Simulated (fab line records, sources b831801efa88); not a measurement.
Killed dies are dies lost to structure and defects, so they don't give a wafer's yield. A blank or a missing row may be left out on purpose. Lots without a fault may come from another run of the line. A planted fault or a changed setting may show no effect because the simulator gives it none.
A struck lot beside a sound one | flow sky130 | 18 steps out of a route of 708
Sound: wafers L818.2, L818.4, L818.5. Struck: wafer L809.3. (L809.4 of the same lot was not struck and is left out.) The cause comes at the end.
At each step with rows: each side's tool, then ch and its chambers, then its first start. Under that, the readings that differ: sound wafers | struck wafers | difference of the means | sigmas: that difference in standard deviations of wafers without a fault.
alike: readings whose means differ by less than 2 such deviations, and words and numbers that are the same on both sides. not compared: withheld readings, readings that some wafer has no value for, bounds like >300 that may hide the same value, and numbers for which the record gives no deviation and whose values overlap.
The two part at a step that has a row with sigmas, a row that says differs or no value, or rows on one side only. Numbers that don't overlap but have no deviation are shown without sigmas and don't part them. A reading that every wafer of one side lacks parts them only if that side has two wafers or more.

first, 3 steps without rows for these wafers: SKY_LI_CONTACT_EXPOSE_09 (exposes mask LICM1, target cd 170 nm); SKY_LI_CONTACT_PEB_10; SKY_LI_CONTACT_DEVELOP_11 (develop time 60 s).
SKY_LI_CONTACT_CD_MEAS_12: target cd 170 nm.
  sound on cd_sem-01, day 35 21:23; struck on cd_sem-02, day 33 05:06
  alike: cd_nm
SKY_LI_CONTACT_OVL_MEAS_13:
  sound on overlay-02, day 35 21:29; struck on overlay-02, day 33 05:11
  alike: LI_CONTACT_OVL
SKY_LI_CONTACT_ETCH_14: etches BARC in N2/H2, stops on SiO2, time 45.9 s, target depth 60 nm.
  sound on rie_diel-03 ch 1,2,3, day 35 21:31; struck on rie_diel-03 ch 0, day 33 05:13
  alike: drypump_motor_current_A, oes_product_au, throttle_valve_pct
  not compared: rf_hours_counter_h
SKY_LI_CONTACT_ETCH_15: etches PSG in C4F8/O2/Ar, stops on Si, target depth 600 nm.
  sound on rie_diel-03 ch 1,2,3, day 35 21:33; struck on rie_diel-03 ch 0, day 33 05:15
  alike: oes_product_au
SKY_LI_CONTACT_STRIP_16: strips in O2/N2.
  sound on plasma_asher-02 ch 0,1, day 35 21:38; struck on plasma_asher-03 ch 1, day 33 05:22
  alike: drypump_motor_current_A, oes_product_au, strip_time_to_endpoint_s
  not compared: rf_hours_counter_h
then, 2 steps without rows for these wafers: SKY_LI_CONTACT_CLEAN_17 (cleans in NMP, time 600 s); SKY_LI_CONTACT_PRE_CLEAN_18 (time 5.6 s).
SKY_LI_CONTACT_SPUTTER_19: material Ti, target thk 20 nm, time 106.37 s.
  sound on pvd_sputter-04, day 35 21:56; struck on pvd_sputter-02, day 33 05:38
  alike: chamber_pressure_pa, throttle_valve_pct
SKY_LI_CONTACT_SPUTTER_20: material TiN, target thk 20 nm, time 80 s.
  sound on pvd_sputter-04, day 35 22:01; struck on pvd_sputter-02, day 33 05:43
  alike: chamber_pressure_pa, throttle_valve_pct
SKY_LI_CONTACT_CVD_21: deposits W, target thk 400 nm, time 120.56 s.
  sound on cvd_w-01 ch 1, day 35 22:04; struck on cvd_w-02 ch 1, day 33 05:49
  reading                                  | sound             | struck | difference | sigmas
  model.W_of_LI_CONTACT_CVD_21.thk_nm (nm) | 401.8 401.4 400.5 | 557.4  | +156.2     |
  alike: heater_power_w
SKY_LI_CONTACT_RS_MEAS_22: measures by four-point-probe.
  sound on film_metro-04, day 35 22:13; struck on film_metro-04, day 33 06:22
  reading                  | sound             | struck | difference | sigmas
  LI_CONTACT_W_RS (ohm/sq) | 0.284 0.284 0.284 | 0.204  | -0.080     | -22
  not compared: hold
SKY_LI_CONTACT_THK_MEAS_23: measures by xrf.
  sound on film_metro-04, day 35 22:20; struck on film_metro-04, day 33 07:57
  not compared: hold, LI_CONTACT_W_THK
SKY_LI_CONTACT_CMP_24: polishes, stops on PSG, t overpolish 20 s, target thk 0 nm.
  sound on cmp-01 ch 2,3, day 35 22:26; struck on cmp-01 ch 3, day 33 12:43
  reading                | sound    | struck                   | difference                   | sigmas
  hold                   | - - -    | await_dispo/4.7h/release | no value on the sound wafers |
  time_to_endpoint_s (s) | 96 98 96 | 138                      | +41                          | +10
  alike: motor_current_A, platen_rpm
then, 1 step without rows for these wafers: SKY_LOCAL_INTERCONNECT_SPUTTER_00 (material TiN, target thk 100 nm, time 83.3 s).
-- the record jumps here: 15 days lie between the struck wafers' starts before and after (it left off in module LOCAL_INTERCONNECT and takes up again in module PAD_OPEN, whose first step shown is number 708 of the route) --
SKY_PAD_OPEN_PROBE_99:
  sound on prober-02, day 50 11:20; struck on prober-01, day 48 16:08
  reading         | sound | struck | difference | sigmas
  killed_at_M4_up | 4 7 5 | 1      | -4         | -3
  alike: killed_at_M0_to_M3, killed_at_contacts, killed_at_front_end, killed_at_other, killed_dies, killed_open, killed_short

WHERE THEY PART
First at SKY_LI_CONTACT_RS_MEAS_22; last, within this record, at SKY_PAD_OPEN_PROBE_99.

WHY: what the simulator had put in
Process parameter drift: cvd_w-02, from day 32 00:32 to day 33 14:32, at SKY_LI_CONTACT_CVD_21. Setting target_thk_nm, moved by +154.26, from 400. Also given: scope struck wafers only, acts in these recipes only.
